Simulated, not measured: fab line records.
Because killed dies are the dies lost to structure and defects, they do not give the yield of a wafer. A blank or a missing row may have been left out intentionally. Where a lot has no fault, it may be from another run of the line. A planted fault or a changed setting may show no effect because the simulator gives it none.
The tool behind it: which one? | flow sky130 | at 1 step of a route of 708, 8 lots with 24 wafers sampled

## WHAT THE GAUGES READ, wafer by wafer
SKY_NWELL_TW_MEAS_26.
lot  | measured    | on           | NWELL_2_TW
L260 | day 5 04:10 | filmMetro-04 | 495 492 493
L261 | day 5 11:07 | filmMetro-03 | 488 491 490
L262 | day 5 20:43 | filmMetro-04 | 492 494 489
L263 | day 6 01:22 | filmMetro-01 | 499 498 499
L264 | day 6 07:37 | filmMetro-04 | 494 495 492
L265 | day 6 15:34 | filmMetro-01 | 500 500 499
L266 | day 6 17:55 | filmMetro-01 | 498 498 496
L267 | day 6 21:14 | filmMetro-01 | 501 498 497

## TOOL THAT RAN EACH LOT (tool first, then ch and the chambers of the sampled wafers, then the start)
Before these readings, the record contains no process step.

## THE ANSWER, worked out from the rows above alone
Rule: usual is defined by the lots themselves. The widest of any qualifying gaps counts: lots, ordered by their means at a reading, are off when they make up no more than a third of the lots, leave a main group of 4 or more, and stand apart from it by 3 or more times the standard deviation of that group's means. Not used: any main group whose means are identical at the precision the tables above print for the reading. Also off: a lot with no number at a reading for which 4 or more lots have one. The other lots that the step has rows for count as sound.
Across all readings shown, no lot is off: no conclusion can be drawn from this.

## WHAT HAD BEEN PUT IN BY THE SIMULATOR
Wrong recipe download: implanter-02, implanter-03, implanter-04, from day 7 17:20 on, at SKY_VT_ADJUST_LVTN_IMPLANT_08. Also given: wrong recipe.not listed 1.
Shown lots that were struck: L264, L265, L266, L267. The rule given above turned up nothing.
